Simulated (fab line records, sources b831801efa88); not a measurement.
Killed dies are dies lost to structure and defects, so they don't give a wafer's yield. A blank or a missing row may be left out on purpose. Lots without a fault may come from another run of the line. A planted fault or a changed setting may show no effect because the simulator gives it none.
A struck lot beside a sound one | flow sky130 | 18 steps out of a route of 708
Sound: wafers L647.3, L647.4, L647.6. Struck: wafers L640.2, L640.4, L640.6. The cause comes at the end.
At each step with rows: each side's tool, then ch and its chambers, then its first start. Under that, the readings that differ: sound wafers | struck wafers | difference of the means | sigmas: that difference in standard deviations of wafers without a fault.
alike: readings whose means differ by less than 2 such deviations, and words and numbers that are the same on both sides. not compared: withheld readings, readings that some wafer has no value for, bounds like >300 that may hide the same value, and numbers for which the record gives no deviation and whose values overlap.
The two part at a step that has a row with sigmas, a row that says differs or no value, or rows on one side only. Numbers that don't overlap but have no deviation are shown without sigmas and don't part them. A reading that every wafer of one side lacks parts them only if that side has two wafers or more.

first, 3 steps without rows for these wafers: SKY_SONOS_ONO_WET_ETCH_18 (etches Si3N4 in H3PO4, target depth 15 nm, time 172 s); SKY_GATE_OXIDE_CLEAN_00 (cleans in SC1/SC2, time 150 s); SKY_GATE_OXIDE_OXIDATION_01 (stabilise 600 s, purge 300 s, target thk 10.268 nm).
SKY_GATE_OXIDE_THK_MEAS_02:
  sound on film_metro-04, day 17 20:43; struck on film_metro-01, day 15 18:17
  alike: GATE_OXIDE_OXIDATION_00_THK
then, 7 steps without rows for these wafers: SKY_GATE_OXIDE_DEHYDRATE_03 (time 60 s); SKY_GATE_OXIDE_HMDS_04 (prime time 60 s); SKY_GATE_OXIDE_COAT_05 (resist thk 1140 nm); SKY_GATE_OXIDE_SOFTBAKE_06 (time 60 s); SKY_GATE_OXIDE_EXPOSE_07 (exposes mask LVOM, target cd 600 nm); SKY_GATE_OXIDE_PEB_08; SKY_GATE_OXIDE_DEVELOP_09 (develop time 60 s).
SKY_GATE_OXIDE_OVL_MEAS_10:
  sound on overlay-01, day 19 02:43; struck on overlay-01, day 16 22:06
  alike: GATE_OXIDE_OVL
SKY_GATE_OXIDE_IMPLANT_11:
  sound on implanter-02 ch 0, day 19 02:47; struck on implanter-02 ch 0, day 16 22:10
  reading            | sound                            | struck                           | difference  | sigmas
  dose_ions_cm2      | 2.5989e+12 2.6004e+12 2.5994e+12 | 1.3259e+13 1.3258e+13 1.3258e+13 | +1.0659e+13 | +99 or more
  faraday_current_uA | 14.64 14.89 14.52                | 75.57 75.55 74.29                | +60.45      | +99 or more
then, 1 step without rows for these wafers: SKY_GATE_OXIDE_WET_ETCH_12 (etches SiO2 in dHF, target depth 16.8 nm, time 336 s).
SKY_GATE_OXIDE_STRIP_13: strips in O2/N2.
  sound on plasma_asher-01 ch 0,1, day 19 03:02; struck on plasma_asher-04 ch 0,1, day 16 22:23
  alike: drypump_motor_current_A, oes_product_au, strip_time_to_endpoint_s
  not compared: rf_hours_counter_h
SKY_GATE_OXIDE_TW_MEAS_14:
  sound on film_metro-03, day 19 03:07; struck on film_metro-01, day 16 22:29
  reading       | sound             | struck            | difference | sigmas
  GATE_OXIDE_TW | 220.3 220.6 218.8 | 366.0 364.6 364.0 | +145.0     | +63
then, 1 step without rows for these wafers: SKY_GATE_OXIDE_CLEAN_15 (cleans in SC1/SC2, time 150 s).
-- the record jumps here: 31 days lie between the struck wafers' starts before and after (it left off in module GATE_OXIDE and takes up again in module PAD_OPEN, whose first step shown is number 708 of the route) --
SKY_PAD_OPEN_PROBE_99:
  the record has rows for the struck wafers here (prober-01, day 48 06:34) and none for the sound ones

WHERE THEY PART
First at SKY_GATE_OXIDE_IMPLANT_11; last, within this record, at SKY_PAD_OPEN_PROBE_99.

WHY: what the simulator had put in
Process parameter drift: implanter-02, from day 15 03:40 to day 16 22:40, at SKY_GATE_OXIDE_IMPLANT_11. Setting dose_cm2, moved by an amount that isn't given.
